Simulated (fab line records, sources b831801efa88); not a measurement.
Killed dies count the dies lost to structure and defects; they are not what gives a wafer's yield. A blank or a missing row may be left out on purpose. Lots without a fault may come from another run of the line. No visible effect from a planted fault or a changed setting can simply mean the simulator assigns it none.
fab line records	flow sky130
record: lots: 5	wafers: 15	last_day: 49
route steps=708 shown METAL5@673 PASSIVATION@681 PAD_OPEN@694
lots that met no fault: taken from a fault-free run of the same line
start_h: start of the lot's first displayed wafer, in hours after the record's first day	wait_h: time in hours since the lot's previous step	" as in the row above	L1.1+2: several wafers, shown together as one row	- no value present, or no start provided	* or withheld: withheld	< > ~ a bound
route shown NAME@n: names a module that has steps shown in the file, with the first one's number in the route	usual: the fault-free wafers' mean and standard deviation	same: alike in all rows	chamber/n: place in a boat	sites: each site's reading	_std_site: standard deviation of those values	_edge_site: outer sites' mean less inner sites'	radius_mm: for every site, how far away it sits from the centre of the wafer	mask NAME#n: copy n	behind: the most recent tool/chamber to have shaped the wafer	hold: reason for holding the lot/hours on hold/outcome of the hold	device: names the non-switching transistor (n, p or np)	end of line: the tests these same wafers got at the end of their route	for a step that has no rows: nothing shown but its recipe	killed: dies that structure and defects cost at the first sort, which is not the same as the wafer's yield	map: per-die view of a wafer (x killed, . not killed, _ where there is no die)
set.NAME: setting as actually run; set.NAME@STEP: the setting as run at that earlier step	model.NAME: the simulator's own value behind a step, which no gauge read
lots at selected steps of the route; one table per step, one row per wafer
services: from which hour (start_h, from the record's first day; less than 0 if before it) a tool's chamber was out of use, for how many hours, and why
== steps ==
step: SKY_METAL5_PEB_12
recipe: temp_c: withheld	time_s: *	resist: NOVOLAK
lot.wafer	tool	chamber	start_h	wait_h
L077.2+4+5	litho_track-02	0	-	-
L076.1+4+6	litho_track-01	0	-	-
L084.2+3+5	litho_track-04	0	-	-
L088.1+2+3	litho_track-02	0	-	-
L091.1+2+4	litho_track-04	0	-	-
step: SKY_METAL5_DEVELOP_13
recipe: resist: NOVOLAK	developer: TMAH	develop_time_s: 60	dev_temp_c: 23
lot.wafer	tool	chamber	start_h	wait_h
L077.2+4+5	litho_track-02	0	1060.87	0.1
L076.1+4+6	litho_track-01	0	1062.71	0.1
L084.2+3+5	litho_track-04	0	1091.64	0.1
L088.1+2+3	litho_track-02	0	1114.79	0.1
L091.1+2+4	litho_track-04	0	1126.56	0.1
step: SKY_METAL5_DESCUM_14
recipe: chemistry: O2	source_power_w: 150	bias_power_w: 0	pressure_mtorr: 10	temp_c: 40	time_s: 11
usual: drypump_motor_current_A: 5.7/0.48	oes_product_au: 1.004/0.0078
lot.wafer	tool	chamber	start_h	wait_h	drypump_motor_current_A	oes_product_au	rf_hours_counter_h
L077.2	rie_metal-02	1	1060.99	0.1	6.2	1.007	13
L077.4	"	0	"	"	5.7	1.009	-
L077.5	"	1	"	"	6.2	0.999	-
L076.1	rie_metal-03	0	1062.86	0.1	6.1	1.013	15
L076.4	"	0	"	"	6.1	1.006	-
L076.6	"	0	"	"	6.1	1.002	-
L084.2	rie_metal-04	1	1091.76	0.1	5.3	1.005	22
L084.3	"	1	"	"	5.3	1.001	-
L084.5	"	1	"	"	5.4	1.003	-
L088.1	rie_metal-04	0	1114.94	0.1	5.0	1.010	11
L088.2	"	1	"	"	5.3	0.992	23
L088.3	"	0	"	"	4.9	1.020	-
L091.1	rie_metal-03	1	1126.71	0.1	6.1	1.000	3
L091.2	"	0	"	"	6.1	0.995	20
L091.4	"	1	"	"	6.1	1.000	-
step: SKY_METAL5_METAL_ETCH_15
recipe: target_depth_a: 12600	stop_on: SiO2	over_etch_frac: 0.2	time_s: 252	chemistry: Cl2/BCl3	resist_sidewall_deg: 86	pressure_mtorr: 10	icp_w: 900	bias_w: 48.5	Cl2_flow_sccm: 60	bcl3_flow_sccm: 30
usual: bias_w: 48.51/0.14	drypump_motor_current_A: 5.7/0.49	mfc_cl2_sccm: 59.98/0.18	oes_product_au: 0.894/0.0054	throttle_valve_pct: 22.264/0.0091
same: over_etch_frac: 0.2
lot.wafer	tool	chamber	start_h	wait_h	bias_w	drypump_motor_current_A	mfc_cl2_sccm	oes_product_au	rf_hours_counter_h	throttle_valve_pct
L077.2	rie_metal-02	1	1061.02	0.0	48.46	6.2	59.66	0.900	13	22.254
L077.4	"	0	"	"	48.65	5.7	60.24	0.899	-	22.258
L077.5	"	1	"	"	48.33	6.2	59.86	0.883	-	22.269
L076.1	rie_metal-03	0	1062.95	0.1	48.66	6.1	60.18	0.894	15	22.263
L076.4	"	0	"	"	48.60	6.1	59.78	0.892	-	22.275
L076.6	"	0	"	"	48.68	6.1	59.92	0.896	-	22.281
L084.2	rie_metal-04	1	1091.79	0.0	48.50	5.3	59.92	0.896	22	22.261
L084.3	"	1	"	"	48.50	5.3	59.75	0.893	-	22.278
L084.5	"	1	"	"	48.62	5.3	59.88	0.897	-	22.257
L088.1	rie_metal-04	0	1114.98	0.0	48.33	4.9	60.04	0.898	11	22.265
L088.2	"	1	"	"	48.40	5.3	60.25	0.896	23	22.255
L088.3	"	0	"	"	48.62	4.9	60.09	0.891	-	22.267
L091.1	rie_metal-03	1	1126.74	0.0	48.57	6.2	60.16	0.892	3	22.272
L091.2	"	0	"	"	48.76	6.1	60.07	0.897	20	22.247
L091.4	"	1	"	"	48.84	6.1	59.84	0.886	-	22.269
step: SKY_METAL5_STRIP_16
recipe: chemistry: O2/N2	power_w: 1400	pressure_mtorr: 1500	platen_temp_c: withheld	o2_flow_sccm: 3000	n2_flow_sccm: 300	overash_fraction: 0.5
usual: drypump_motor_current_A: 5.7/0.6	oes_product_au: 0.711/0.0048	strip_time_to_endpoint_s: 13.03/0.1
lot.wafer	tool	chamber	start_h	wait_h	drypump_motor_current_A	oes_product_au	rf_hours_counter_h	strip_time_to_endpoint_s
L077.2	plasma_asher-02	1	1061.26	0.2	5.1	0.706	61	13.18
L077.4	"	0	"	"	6.1	0.712	-	13.05
L077.5	"	1	"	"	5.1	0.711	-	13.18
L076.1	plasma_asher-03	1	1063.42	0.4	6.5	0.705	93	13.12
L076.4	"	1	"	"	6.5	0.711	-	13.00
L076.6	"	0	"	"	5.2	0.707	-	13.05
L084.2	plasma_asher-03	1	1092.03	0.2	6.5	0.719	96	13.00
L084.3	"	1	"	"	6.6	0.712	-	13.02
L084.5	"	0	"	"	5.1	0.708	-	13.08
L088.1	plasma_asher-02	1	1115.21	0.2	5.1	0.710	67	13.00
L088.2	"	0	"	"	6.1	0.717	67	13.14
L088.3	"	0	"	"	6.1	0.707	-	12.95
L091.1	plasma_asher-04	0	1126.98	0.2	6.1	0.699	6	13.09
L091.2	"	1	"	"	5.2	0.713	6	13.04
L091.4	"	0	"	"	6.1	0.714	-	13.03
step: SKY_METAL5_STRIP_17
recipe: chemistry: post_etch_residue_remover	time_s: 1200	temp_c: 72.5
lot.wafer	tool	chamber	start_h	wait_h
L077.2+4+5	wet_bench-01	3	1061.39	0.1
L076.1+4+6	wet_bench-01	0	1063.52	0.1
L084.2+3+5	wet_bench-03	2	1092.14	0.1
L088.1+2+3	wet_bench-04	0	1115.31	0.1
L091.1+2+4	wet_bench-01	1	1127.09	0.1
step: SKY_METAL5_CLEAN_18
recipe: chemistry: IPA	time_s: 180	temp_c: 25
lot.wafer	tool	chamber	start_h	wait_h
L077.2+4+5	wet_bench-01	0	1061.73	0.0
L076.1+4+6	wet_bench-01	3	1063.86	0.0
L084.2+3+5	wet_bench-04	3	1092.54	0.0
L088.1+2+3	wet_bench-01	2	1115.65	0.0
L091.1+2+4	wet_bench-03	3	1127.43	0.0
step: SKY_METAL5_CLEAN_19
recipe: chemistry: O3/DIW	dry: n2_spin
lot.wafer	tool	chamber	start_h	wait_h
L077.2+4+5	wet_bench-01	1	1061.79	0.0
L076.1+4+6	wet_bench-04	1	1063.92	0.0
L084.2+3+5	wet_bench-03	2	1092.60	0.0
L088.1+2+3	wet_bench-01	1	1115.71	0.0
L091.1+2+4	wet_bench-01	2	1127.49	0.0
step: SKY_PASSIVATION_CVD_00
recipe: material: SiO2	target_thk_nm: 90	temp_c: 400	time_s: withheld	rf_w: 600
usual: heater_power_w: 693/98
lot.wafer	tool	chamber	start_h	wait_h	heater_power_w
L077.2	pecvd-03	0	1061.88	0.0	645
L077.4	"	0	"	"	654
L077.5	"	2	"	"	794
L076.1	pecvd-01	0	1064.01	0.0	680
L076.4	"	0	"	"	680
L076.6	"	2	"	"	740
L084.2	pecvd-03	2	1092.70	0.0	775
L084.3	"	1	"	"	748
L084.5	"	1	"	"	726
L088.1	pecvd-02	1	1115.80	0.0	648
L088.2	"	2	"	"	588
L088.3	"	0	"	"	659
L091.1	pecvd-01	2	1127.58	0.0	657
L091.2	"	1	"	"	852
L091.4	"	1	"	"	868
step: SKY_PASSIVATION_THK_MEAS_01
recipe: reads: SiO2_of_PASSIVATION_CVD_00
usual: PASSIVATION_CVD_00_THK: 90.0/1.2
lot.wafer	tool	chamber	start_h	wait_h	PASSIVATION_CVD_00_THK[nm]
L077.2	film_metro-04	-	1061.91	-	87.1
L077.4	"	-	"	"	89.2
L077.5	"	-	"	"	88.8
L076.1	film_metro-02	-	1064.03	-	88.5
L076.4	"	-	"	"	90.5
L076.6	"	-	"	"	90.3
L084.2	film_metro-03	-	1092.73	-	89.7
L084.3	"	-	"	"	89.8
L084.5	"	-	"	"	90.1
L088.1	film_metro-03	-	1115.82	-	90.7
L088.2	"	-	"	"	89.4
L088.3	"	-	"	"	89.9
L091.1	film_metro-02	-	1127.61	-	88.9
L091.2	"	-	"	"	88.6
L091.4	"	-	"	"	90.0
step: SKY_PASSIVATION_CVD_02
recipe: material: Si3N4	target_thk_nm: 540	temp_c: 400	time_s: withheld	rf_w: 450
usual: heater_power_w: 763/110
lot.wafer	tool	chamber	start_h	wait_h	heater_power_w
L077.2	pecvd-02	0	1061.96	0.0	765
L077.4	"	2	"	"	652
L077.5	"	0	"	"	609
L076.1	pecvd-03	0	1064.09	0.1	791
L076.4	"	1	"	"	728
L076.6	"	2	"	"	837
L084.2	pecvd-01	2	1092.78	0.0	743
L084.3	"	1	"	"	1068
L084.5	"	2	"	"	761
L088.1	pecvd-03	2	1115.88	0.1	840
L088.2	"	0	"	"	762
L088.3	"	1	"	"	742
L091.1	pecvd-03	1	1127.67	0.1	762
L091.2	"	2	"	"	766
L091.4	"	1	"	"	620
step: SKY_PASSIVATION_THK_MEAS_03
recipe: reads: Si3N4_of_PASSIVATION_CVD_02
usual: PASSIVATION_CVD_02_THK: 542/6.4
lot.wafer	tool	chamber	start_h	wait_h	PASSIVATION_CVD_02_THK[nm]
L077.2	film_metro-03	-	1062.20	-	535
L077.4	"	-	"	"	541
L077.5	"	-	"	"	545
L076.1	film_metro-04	-	1064.32	-	534
L076.4	"	-	"	"	549
L076.6	"	-	"	"	540
L084.2	film_metro-02	-	1093.02	-	547
L084.3	"	-	"	"	546
L084.5	"	-	"	"	551
L088.1	film_metro-03	-	1116.11	-	525
L088.2	"	-	"	"	533
L088.3	"	-	"	"	534
L091.1	film_metro-04	-	1127.89	-	545
L091.2	"	-	"	"	536
L091.4	"	-	"	"	547
step: SKY_PASSIVATION_DEHYDRATE_04
recipe: temp_c: 200	time_s: 60
lot.wafer	tool	chamber	start_h	wait_h
L077.2+4+5	litho_track-03	0	1071.70	9.5
L076.1+4+6	litho_track-03	0	1073.78	9.5
L084.2+3+5	litho_track-01	0	1103.33	10.3
L088.1+2+3	litho_track-02	0	1124.64	8.5
L091.1+2+4	litho_track-02	0	1136.49	8.6
step: SKY_PASSIVATION_HMDS_05
recipe: prime_time_s: 60	prime_temp_c: 120
lot.wafer	tool	chamber	start_h	wait_h
L077.2+4+5	litho_track-03	0	1071.85	0.1
L076.1+4+6	litho_track-03	0	1073.93	0.1
L084.2+3+5	litho_track-01	0	1103.48	0.1
L088.1+2+3	litho_track-02	0	1124.79	0.1
L091.1+2+4	litho_track-02	0	1136.64	0.1
step: SKY_PASSIVATION_COAT_06
recipe: spin_rpm: 2000	resist_thk_nm: 3000
lot.wafer	tool	chamber	start_h	wait_h
L077.2+4+5	litho_track-03	0	1072.00	0.1
L076.1+4+6	litho_track-03	0	1074.08	0.1
L084.2+3+5	litho_track-01	0	1103.63	0.1
L088.1+2+3	litho_track-02	0	1124.94	0.1
L091.1+2+4	litho_track-02	0	1136.79	0.1
step: SKY_PASSIVATION_SOFTBAKE_07
recipe: temp_c: 110	time_s: withheld
lot.wafer	tool	chamber	start_h	wait_h
L077.2+4+5	litho_track-03	0	1072.16	0.1
L076.1+4+6	litho_track-03	0	1074.23	0.1
L084.2+3+5	litho_track-01	0	1103.79	0.1
L088.1+2+3	litho_track-02	0	1125.09	0.1
L091.1+2+4	litho_track-02	0	1136.94	0.1
step: SKY_PASSIVATION_EXPOSE_08
recipe: mask_id: NSM	target_cd_nm: 3000	na: 0.57	dose_mj: 260
lot.wafer	tool	chamber	start_h	wait_h	mask
L077.2+4+5	iline_stepper-02	0	-	-	NSM#0
L076.1+4+6	iline_stepper-01	0	-	-	NSM#0
L084.2+3+5	iline_stepper-01	0	-	-	NSM#0
L088.1+2+3	iline_stepper-02	0	-	-	NSM#0
L091.1+2+4	iline_stepper-01	0	-	-	NSM#0
step: SKY_PASSIVATION_PEB_09
recipe: temp_c: 115	time_s: withheld
lot.wafer	tool	chamber	start_h	wait_h
L077.2+4+5	litho_track-01	0	-	-
L076.1+4+6	litho_track-01	0	-	-
L084.2+3+5	litho_track-02	0	-	-
L088.1+2+3	litho_track-03	0	-	-
L091.1+2+4	litho_track-02	0	-	-
step: SKY_PASSIVATION_DEVELOP_10
recipe: develop_time_s: 60	dev_temp_c: 23
lot.wafer	tool	chamber	start_h	wait_h
L077.2+4+5	litho_track-01	0	-	-
L076.1+4+6	litho_track-01	0	-	-
L084.2+3+5	litho_track-02	0	-	-
L088.1+2+3	litho_track-03	0	-	-
L091.1+2+4	litho_track-02	0	-	-
step: SKY_PASSIVATION_ETCH_11
recipe: chemistry: CF4/O2	target_depth_nm: 725	stop_on: AlCu	source_w: 800	bias_w: 150	pressure_mtorr: 150	cf4_flow_sccm: 80	O2_flow_sccm: 10	time_s: 161.1
usual: bias_w: 150.0/0.46	drypump_motor_current_A: 5.9/0.43	oes_product_au: 0.979/0.0073	throttle_valve_pct: 5.965/0.0091
lot.wafer	tool	chamber	start_h	wait_h	bias_w	drypump_motor_current_A	oes_product_au	rf_hours_counter_h	throttle_valve_pct
L077.2	rie_diel-03	2	1083.16	-	150.4	5.4	0.969	28	5.984
L077.4	"	3	"	"	150.2	5.9	0.980	-	5.963
L077.5	"	1	"	"	150.2	5.6	0.983	-	5.969
L076.1	rie_diel-02	3	1084.76	-	150.1	5.5	0.971	23	5.964
L076.4	"	2	"	"	149.9	5.7	0.980	-	5.969
L076.6	"	3	"	"	150.1	5.5	0.987	-	5.963
L084.2	rie_diel-02	0	1114.64	-	150.9	5.8	0.993	16	5.956
L084.3	"	2	"	"	150.2	5.7	0.984	22	5.970
L084.5	"	1	"	"	149.4	4.9	0.988	-	5.959
L088.1	rie_diel-04	0	1134.23	-	149.7	6.4	0.970	9	5.958
L088.2	"	2	"	"	150.2	5.7	0.971	21	5.959
L088.3	"	3	"	"	149.8	6.6	0.973	13	5.966
L091.1	rie_diel-03	0	1146.94	-	149.7	5.8	0.976	7	5.968
L091.2	"	3	"	"	149.8	5.9	0.982	28	5.972
L091.4	"	2	"	"	150.0	5.4	0.982	31	5.963
step: SKY_PASSIVATION_STRIP_12
recipe: chemistry: O2/N2	power_w: 1400	pressure_mtorr: 1500	platen_temp_c: withheld	overash_fraction: 0.7	o2_flow_sccm: 3000	n2_flow_sccm: 300
usual: drypump_motor_current_A: 5.8/0.61	oes_product_au: 0.661/0.0051	strip_time_to_endpoint_s: 31.54/0.12
lot.wafer	tool	chamber	start_h	wait_h	drypump_motor_current_A	oes_product_au	rf_hours_counter_h	strip_time_to_endpoint_s
L077.2	plasma_asher-03	1	1083.26	0.1	6.5	0.666	95	31.46
L077.4	"	1	"	"	6.5	0.656	-	31.26
L077.5	"	0	"	"	5.2	0.653	-	31.32
L076.1	plasma_asher-03	0	1084.86	0.1	5.2	0.661	95	31.63
L076.4	"	1	"	"	6.5	0.653	-	31.46
L076.6	"	0	"	"	5.2	0.662	-	31.60
L084.2	plasma_asher-03	1	1114.75	0.1	6.5	0.654	98	31.59
L084.3	"	0	"	"	5.2	0.665	-	31.42
L084.5	"	1	"	"	6.5	0.654	-	31.49
L088.1	plasma_asher-03	0	1134.34	0.1	5.2	0.667	100	31.65
L088.2	"	1	"	"	6.5	0.669	100	31.63
L088.3	"	0	"	"	5.2	0.655	-	31.57
L091.1	plasma_asher-02	0	1147.05	0.1	6.1	0.665	70	31.53
L091.2	"	1	"	"	5.1	0.661	70	31.36
L091.4	"	0	"	"	6.0	0.657	-	31.51
step: SKY_PAD_OPEN_DEHYDRATE_00
recipe: temp_c: 200	time_s: 60
lot.wafer	tool	chamber	start_h	wait_h
L077.2+4+5	litho_track-01	0	1092.18	8.9
L076.1+4+6	litho_track-04	0	1093.91	9.0
L084.2+3+5	litho_track-01	0	1123.63	8.9
L088.1+2+3	litho_track-03	0	1143.38	9.0
L091.1+2+4	litho_track-04	0	1155.01	7.9
step: SKY_PAD_OPEN_HMDS_01
recipe: prime_time_s: 60	prime_temp_c: 120
lot.wafer	tool	chamber	start_h	wait_h
L077.2+4+5	litho_track-01	0	1092.33	0.1
L076.1+4+6	litho_track-04	0	1094.06	0.1
L084.2+3+5	litho_track-01	0	1123.78	0.1
L088.1+2+3	litho_track-03	0	1143.53	0.1
L091.1+2+4	litho_track-04	0	1155.16	0.1
step: SKY_PAD_OPEN_COAT_02
recipe: spin_rpm: 2000	resist_thk_nm: 3000
lot.wafer	tool	chamber	start_h	wait_h
L077.2+4+5	litho_track-01	0	1092.48	0.1
L076.1+4+6	litho_track-04	0	1094.21	0.1
L084.2+3+5	litho_track-01	0	1123.93	0.1
L088.1+2+3	litho_track-03	0	1143.68	0.1
L091.1+2+4	litho_track-04	0	1155.31	0.1
step: SKY_PAD_OPEN_SOFTBAKE_03
recipe: temp_c: 110	time_s: withheld
lot.wafer	tool	chamber	start_h	wait_h
L077.2+4+5	litho_track-01	0	1092.64	0.1
L076.1+4+6	litho_track-04	0	1094.36	0.1
L084.2+3+5	litho_track-01	0	1124.09	0.1
L088.1+2+3	litho_track-03	0	1143.83	0.1
L091.1+2+4	litho_track-04	0	1155.46	0.1
step: SKY_PAD_OPEN_EXPOSE_04
recipe: mask_id: PDM	target_cd_nm: 60000	na: 0.57	dose_mj: 260
lot.wafer	tool	chamber	start_h	wait_h	mask
L077.2+4+5	iline_stepper-02	0	-	-	PDM#0
L076.1+4+6	iline_stepper-01	0	-	-	PDM#0
L084.2+3+5	iline_stepper-02	0	-	-	PDM#0
L088.1+2+3	iline_stepper-02	0	-	-	PDM#0
L091.1+2+4	iline_stepper-01	0	-	-	PDM#0
step: SKY_PAD_OPEN_PEB_05
recipe: temp_c: 115	time_s: withheld
lot.wafer	tool	chamber	start_h	wait_h
L077.2+4+5	litho_track-04	0	-	-
L076.1+4+6	litho_track-01	0	-	-
L084.2+3+5	litho_track-04	0	-	-
L088.1+2+3	litho_track-03	0	-	-
L091.1+2+4	litho_track-03	0	-	-
step: SKY_PAD_OPEN_DEVELOP_06
recipe: develop_time_s: 60	dev_temp_c: 23
lot.wafer	tool	chamber	start_h	wait_h
L077.2+4+5	litho_track-04	0	-	-
L076.1+4+6	litho_track-01	0	-	-
L084.2+3+5	litho_track-04	0	-	-
L088.1+2+3	litho_track-03	0	-	-
L091.1+2+4	litho_track-03	0	-	-
step: SKY_PAD_OPEN_ETCH_07
recipe: chemistry: CF4/O2	target_depth_nm: 725	stop_on: AlCu	source_w: 800	bias_w: 150	pressure_mtorr: 150	cf4_flow_sccm: 80	O2_flow_sccm: 10	time_s: 161.1
usual: bias_w: 150.1/0.41	drypump_motor_current_A: 5.6/0.31	oes_product_au: 0.979/0.0069	throttle_valve_pct: 5.965/0.0081
lot.wafer	tool	chamber	start_h	wait_h	bias_w	drypump_motor_current_A	oes_product_au	rf_hours_counter_h	throttle_valve_pct
L077.2	rie_diel-02	2	1103.46	-	149.3	5.7	0.966	22	5.966
L077.4	"	3	"	"	150.5	5.6	0.983	24	5.968
L077.5	"	0	"	"	150.1	5.7	0.980	-	5.956
L076.1	rie_diel-02	1	1105.76	-	149.5	5.0	0.973	18	5.950
L076.4	"	2	"	"	149.8	5.7	0.983	22	5.959
L076.6	"	0	"	"	149.5	5.8	0.977	-	5.968
L084.2	rie_diel-03	3	1133.26	-	149.5	6.0	0.979	27	5.964
L084.3	"	1	"	"	150.2	5.6	0.977	5	5.964
L084.5	"	1	"	"	149.8	5.6	0.987	-	5.952
L088.1	rie_diel-03	3	1153.38	-	150.5	5.9	0.968	28	5.975
L088.2	"	2	"	"	150.7	5.3	0.965	31	5.965
L088.3	"	0	"	"	150.5	5.8	0.975	7	5.969
L091.1	rie_diel-03	0	1164.08	-	149.9	5.8	0.980	8	5.969
L091.2	"	1	"	"	149.7	5.6	0.976	6	5.961
L091.4	"	2	"	"	150.4	5.3	0.986	32	5.968
step: SKY_PAD_OPEN_STRIP_08
recipe: chemistry: O2/N2	power_w: 1400	pressure_mtorr: 1500	platen_temp_c: withheld	overash_fraction: 0.7	o2_flow_sccm: 3000	n2_flow_sccm: 300
usual: drypump_motor_current_A: 5.8/0.6	oes_product_au: 0.663/0.0048
lot.wafer	tool	chamber	start_h	wait_h	drypump_motor_current_A	oes_product_au	rf_hours_counter_h
L077.2	plasma_asher-01	1	1103.57	0.1	6.6	0.661	35
L077.4	"	1	"	"	6.6	0.664	-
L077.5	"	0	"	"	5.3	0.661	-
L076.1	plasma_asher-01	0	1105.86	0.1	5.3	0.663	35
L076.4	"	0	"	"	5.3	0.672	-
L076.6	"	1	"	"	6.6	0.666	-
L084.2	plasma_asher-03	0	1133.37	0.1	5.2	0.665	100
L084.3	"	0	"	"	5.2	0.668	-
L084.5	"	0	"	"	5.2	0.661	-
L088.1	plasma_asher-01	0	1153.49	0.1	5.3	0.656	39
L088.2	"	1	"	"	6.5	0.661	39
L088.3	"	0	"	"	5.3	0.669	-
L091.1	plasma_asher-03	1	1164.19	0.1	6.5	0.660	103
L091.2	"	0	"	"	5.2	0.661	103
L091.4	"	0	"	"	5.2	0.664	-
step: SKY_PAD_OPEN_STRIP_09
recipe: chemistry: post_etch_residue_remover	time_s: 1200	temp_c: 72.5
lot.wafer	tool	chamber	start_h	wait_h
L077.2+4+5	wet_bench-03	0	1103.67	0.1
L076.1+4+6	wet_bench-04	0	1105.96	0.1
L084.2+3+5	wet_bench-03	1	1133.47	0.1
L088.1+2+3	wet_bench-02	1	1153.59	0.1
L091.1+2+4	wet_bench-04	1	1164.29	0.1
step: SKY_PAD_OPEN_CLEAN_10
recipe: chemistry: IPA	time_s: 180	temp_c: 25
lot.wafer	tool	chamber	start_h	wait_h
L077.2+4+5	wet_bench-02	2	1104.04	0.0
L076.1+4+6	wet_bench-02	2	1106.34	0.0
L084.2+3+5	wet_bench-03	0	1133.81	0.0
L088.1+2+3	wet_bench-04	0	1153.96	0.0
L091.1+2+4	wet_bench-02	3	1164.63	0.0
step: SKY_PAD_OPEN_CLEAN_11
recipe: chemistry: O3/DIW	dry: n2_spin
lot.wafer	tool	chamber	start_h	wait_h
L077.2+4+5	wet_bench-04	0	1104.10	0.0
L076.1+4+6	wet_bench-03	0	1106.39	0.0
L084.2+3+5	wet_bench-04	0	1133.87	0.0
L088.1+2+3	wet_bench-02	1	1154.07	0.0
L091.1+2+4	wet_bench-03	0	1164.69	0.0
step: SKY_PAD_OPEN_ANNEAL_12
recipe: temp_c: 400	time_s: withheld	ambient: N2/H2	idle_temp_c: 300	ramp_up_c_per_min: 8	ramp_down_c_per_min: 4
usual: spike_tc_upper_C: 399.5/0.94
lot.wafer	tool	chamber	start_h	wait_h	spike_tc_upper_C
L077.2	furnace-02	0	1104.20	0.0	399.4
L077.4	"	0	"	"	399.2
L077.5	"	0	"	"	399.9
L076.1	furnace-02	0	1106.49	0.0	401.1
L076.4	"	0	"	"	399.5
L076.6	"	0	"	"	401.3
L084.2	furnace-01	0	1133.97	0.0	400.5
L084.3	"	0	"	"	399.3
L084.5	"	0	"	"	399.7
L088.1	furnace-02	0	1154.17	0.0	398.7
L088.2	"	0	"	"	400.0
L088.3	"	0	"	"	398.3
L091.1	furnace-01	0	1164.78	0.0	399.2
L091.2	"	0	"	"	401.0
L091.4	"	0	"	"	398.4
step: SKY_PAD_OPEN_BOW_MEAS_13
recipe: mode: bow
usual: PAD_OPEN_BOW: 47/8.7
lot.wafer	tool	chamber	start_h	wait_h	PAD_OPEN_BOW[um]
L077.2	film_metro-04	-	1105.72	-	48
L077.4	"	-	"	"	39
L077.5	"	-	"	"	65
L076.1	film_metro-01	-	1107.99	-	54
L076.4	"	-	"	"	54
L076.6	"	-	"	"	34
L084.2	film_metro-01	-	1135.49	-	52
L084.3	"	-	"	"	52
L084.5	"	-	"	"	46
L088.1	film_metro-01	-	1155.67	-	52
L088.2	"	-	"	"	50
L088.3	"	-	"	"	41
L091.1	film_metro-01	-	1166.28	-	42
L091.2	"	-	"	"	38
L091.4	"	-	"	"	41
== services ==
tool	chamber	start_h	hours	kind
iline_stepper-01	0	1043.14	-	calibration
pecvd-02	-	1049.04	2.8	pm
plasma_asher-04	-	1055.25	9.0	pm
rie_metal-03	1	1059.84	-	clean
rie_metal-03	1	1059.84	19.2	scheduled_down
rie_diel-02	3	1062.14	5.6	repair
furnace-01	-	1064.27	5.8	pm
rie_diel-03	0	1064.71	21.0	repair
furnace-01	-	1070.52	3.9	pm
plasma_asher-02	-	1081.22	1.6	repair
furnace-02	-	1092.26	3.1	pm
plasma_asher-04	-	1111.62	4.3	repair
rie_diel-04	3	1111.71	16.7	repair
iline_stepper-02	0	1113.67	-	calibration
wet_bench-02	-	1119.87	1.7	repair
furnace-02	-	1122.42	26.0	pm
pecvd-02	1	1123.06	2.8	repair
iline_stepper-01	-	1128.48	1.7	pm
plasma_asher-03	-	1138.41	0.7	repair
iline_stepper-01	-	1139.75	7.6	repair
plasma_asher-01	-	1142.81	6.8	repair
pecvd-01	-	1148.24	14.6	pm
iline_stepper-02	-	1153.77	1.7	pm
rie_metal-04	-	1157.86	1.3	repair
== key ==
fault none
